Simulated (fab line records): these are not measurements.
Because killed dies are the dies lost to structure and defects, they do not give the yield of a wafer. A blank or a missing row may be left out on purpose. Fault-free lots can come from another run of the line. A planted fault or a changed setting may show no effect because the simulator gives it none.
Which of the tools did it? || flow sky130 || Sampling: 13 lots, 39 wafers, 3 of 708 route steps

WHAT THE GAUGES SHOWED, per wafer
SKY_LDD_HVP_OVL_MEAS_07.
{"lot": "L542", "measured": "day 22 19:04", "on": "overlay-02", "LDD_HVP_OVL (nm)": "0.5 2.1 0.5"}
{"lot": "L541", "measured": "day 22 18:02", "on": "overlay-02", "LDD_HVP_OVL (nm)": "0.6 0.2 -1.4"}
{"lot": "L544", "measured": "day 22 19:47", "on": "overlay-02", "LDD_HVP_OVL (nm)": "0.3 0.6 0.7"}
{"lot": "L547", "measured": "day 24 22:31", "on": "overlay-01", "LDD_HVP_OVL (nm)": "0.7 0.8 1.2"}
{"lot": "L546", "measured": "day 24 23:43", "on": "overlay-01", "LDD_HVP_OVL (nm)": "2.4 1.4 1.5"}
{"lot": "L549", "measured": "day 25 01:22", "on": "overlay-02", "LDD_HVP_OVL (nm)": "1.6 0.5 -0.1"}
{"lot": "L551", "measured": "day 25 11:52", "on": "overlay-02", "LDD_HVP_OVL (nm)": "-0.2 -0.3 -1.4"}
{"lot": "L552", "measured": "day 25 16:13", "on": "overlay-02", "LDD_HVP_OVL (nm)": "1.4 2.2 1.4"}
{"lot": "L557", "measured": "day 27 13:19", "on": "overlay-02", "LDD_HVP_OVL (nm)": "1.0 0.1 0.0"}
{"lot": "L558", "measured": "day 27 18:55", "on": "overlay-02", "LDD_HVP_OVL (nm)": "1.0 -0.8 0.3"}
{"lot": "L561", "measured": "day 28 17:50", "on": "overlay-01", "LDD_HVP_OVL (nm)": "1.0 0.2 0.5"}
{"lot": "L563", "measured": "day 29 13:25", "on": "overlay-02", "LDD_HVP_OVL (nm)": "2.2 2.7 1.9"}
{"lot": "L564", "measured": "day 29 18:37", "on": "overlay-02", "LDD_HVP_OVL (nm)": "0.0 -1.0 -1.4"}

SKY_LDD_LDN_OVL_MEAS_07.
{"lot": "L542", "measured": "day 24 01:16", "on": "overlay-02", "LDD_LDN_OVL (nm)": "-1.6 -0.7 -1.9"}
{"lot": "L541", "measured": "day 24 00:38", "on": "overlay-02", "LDD_LDN_OVL (nm)": "1.5 1.9 1.7"}
{"lot": "L544", "measured": "day 24 01:35", "on": "overlay-02", "LDD_LDN_OVL (nm)": "-0.2 0.2 -2.0"}
{"lot": "L547", "measured": "day 26 05:01", "on": "overlay-02", "LDD_LDN_OVL (nm)": "1.9 1.1 -0.1"}
{"lot": "L546", "measured": "day 26 05:19", "on": "overlay-01", "LDD_LDN_OVL (nm)": "1.8 1.4 2.1"}
{"lot": "L549", "measured": "day 26 07:10", "on": "overlay-02", "LDD_LDN_OVL (nm)": "1.1 -0.2 0.6"}
{"lot": "L551", "measured": "day 26 17:22", "on": "overlay-02", "LDD_LDN_OVL (nm)": "2.6 2.6 1.2"}
{"lot": "L552", "measured": "day 26 21:34", "on": "overlay-02", "LDD_LDN_OVL (nm)": "2.5 1.7 2.2"}
{"lot": "L557", "measured": "day 28 17:31", "on": "overlay-02", "LDD_LDN_OVL (nm)": "-0.4 -0.7 -0.6"}
{"lot": "L558", "measured": "day 28 23:18", "on": "overlay-02", "LDD_LDN_OVL (nm)": "-0.4 0.9 0.0"}
{"lot": "L561", "measured": "day 29 22:26", "on": "overlay-02", "LDD_LDN_OVL (nm)": "-0.3 0.9 1.4"}
{"lot": "L563", "measured": "day 30 17:46", "on": "overlay-02", "LDD_LDN_OVL (nm)": "-0.8 0.7 0.4"}
{"lot": "L564", "measured": "day 30 22:38", "on": "overlay-02", "LDD_LDN_OVL (nm)": "0.7 1.9 0.1"}

EACH LOT AND THE TOOL THAT RAN IT (in order: tool; ch and the chambers of the sampled wafers; start)
{"lot": "L542", "SKY_VT_ADJUST_NCORE_STRIP_10": "plasma_asher-04 ch 0,1, day 9 10:34"}
{"lot": "L541", "SKY_VT_ADJUST_NCORE_STRIP_10": "plasma_asher-02 ch 0,1, day 9 11:29"}
{"lot": "L544", "SKY_VT_ADJUST_NCORE_STRIP_10": "plasma_asher-01 ch 0,1, day 9 12:37"}
{"lot": "L547", "SKY_VT_ADJUST_NCORE_STRIP_10": "plasma_asher-02 ch 0,1, day 10 05:58"}
{"lot": "L546", "SKY_VT_ADJUST_NCORE_STRIP_10": "plasma_asher-01 ch 0,1, day 10 07:16"}
{"lot": "L549", "SKY_VT_ADJUST_NCORE_STRIP_10": "plasma_asher-04 ch 0,1, day 11 01:08"}
{"lot": "L551", "SKY_VT_ADJUST_NCORE_STRIP_10": "plasma_asher-02 ch 0,1, day 11 11:37"}
{"lot": "L552", "SKY_VT_ADJUST_NCORE_STRIP_10": "plasma_asher-01 ch 0,1, day 11 21:56"}
{"lot": "L557", "SKY_VT_ADJUST_NCORE_STRIP_10": "plasma_asher-01 ch 0,1, day 13 15:25"}
{"lot": "L558", "SKY_VT_ADJUST_NCORE_STRIP_10": "plasma_asher-01 ch 0,1, day 13 19:38"}
{"lot": "L561", "SKY_VT_ADJUST_NCORE_STRIP_10": "plasma_asher-02 ch 0,1, day 14 12:29"}
{"lot": "L563", "SKY_VT_ADJUST_NCORE_STRIP_10": "plasma_asher-04 ch 1, day 15 05:02"}
{"lot": "L564", "SKY_VT_ADJUST_NCORE_STRIP_10": "plasma_asher-04 ch 0,1, day 15 13:46"}
- SKY_VT_ADJUST_NCORE_STRIP_10: strips in O2/N2.

AS READ BY THE TOOLS THEMSELVES (means over the sampled wafers that have a number; for cases with no such wafer, the mark the record gives instead)
SKY_VT_ADJUST_NCORE_STRIP_10.
{"lot": "L542", "tool": "plasma_asher-04", "drypump_motor_current_A (A)": 5.97, "oes_product_au (a.u.)": 0.718, "strip_time_to_endpoint_s (s)": 13.98}
{"lot": "L541", "tool": "plasma_asher-02", "drypump_motor_current_A (A)": 5.65, "oes_product_au (a.u.)": 0.716, "strip_time_to_endpoint_s (s)": 14.00}
{"lot": "L544", "tool": "plasma_asher-01", "drypump_motor_current_A (A)": 6.18, "oes_product_au (a.u.)": 0.713, "strip_time_to_endpoint_s (s)": 14.03}
{"lot": "L547", "tool": "plasma_asher-02", "drypump_motor_current_A (A)": 5.67, "oes_product_au (a.u.)": 0.712, "strip_time_to_endpoint_s (s)": 13.98}
{"lot": "L546", "tool": "plasma_asher-01", "drypump_motor_current_A (A)": 6.08, "oes_product_au (a.u.)": 0.716, "strip_time_to_endpoint_s (s)": 13.97}
{"lot": "L549", "tool": "plasma_asher-04", "drypump_motor_current_A (A)": 5.77, "oes_product_au (a.u.)": 0.715, "strip_time_to_endpoint_s (s)": 14.03}
{"lot": "L551", "tool": "plasma_asher-02", "drypump_motor_current_A (A)": 5.74, "oes_product_au (a.u.)": 0.708, "strip_time_to_endpoint_s (s)": 14.02}
{"lot": "L552", "tool": "plasma_asher-01", "drypump_motor_current_A (A)": 6.08, "oes_product_au (a.u.)": 0.720, "strip_time_to_endpoint_s (s)": 14.10}
{"lot": "L557", "tool": "plasma_asher-01", "drypump_motor_current_A (A)": 6.06, "oes_product_au (a.u.)": 0.722, "strip_time_to_endpoint_s (s)": 14.02}
{"lot": "L558", "tool": "plasma_asher-01", "drypump_motor_current_A (A)": 6.19, "oes_product_au (a.u.)": 0.714, "strip_time_to_endpoint_s (s)": 13.97}
{"lot": "L561", "tool": "plasma_asher-02", "drypump_motor_current_A (A)": 5.73, "oes_product_au (a.u.)": 0.713, "strip_time_to_endpoint_s (s)": 14.01}
{"lot": "L563", "tool": "plasma_asher-04", "drypump_motor_current_A (A)": 6.17, "oes_product_au (a.u.)": 0.712, "strip_time_to_endpoint_s (s)": 14.05}
{"lot": "L564", "tool": "plasma_asher-04", "drypump_motor_current_A (A)": 5.79, "oes_product_au (a.u.)": 0.718, "strip_time_to_endpoint_s (s)": 14.00}

THE ANSWER, worked out from the rows above alone
Rule: the usual values come from the lots themselves. The widest of any qualifying gaps counts: lots, ordered by their means at a reading, are off when they make up no more than a third of the lots, leave a main group of 4 or more, and stand apart from it by 3 or more times the standard deviation of that group's means. The tables above print the reading to a certain number of digits; a main group whose means all agree to those digits is not used. Also off: a lot with no number at a reading for which 4 or more lots have one. Where the step has rows for the other lots, those lots are counted as sound. After the gauges, taken in route order, come the tools' own readings; for these a lot's mean is taken, as printed above. The first step at which some lot is off is used, and at that step the reading that is off furthest; a lot without a number counts as furthest.
No lot is off on any of the readings shown, so nothing can be concluded from this.

WHAT THE SIMULATOR HAD PUT IN
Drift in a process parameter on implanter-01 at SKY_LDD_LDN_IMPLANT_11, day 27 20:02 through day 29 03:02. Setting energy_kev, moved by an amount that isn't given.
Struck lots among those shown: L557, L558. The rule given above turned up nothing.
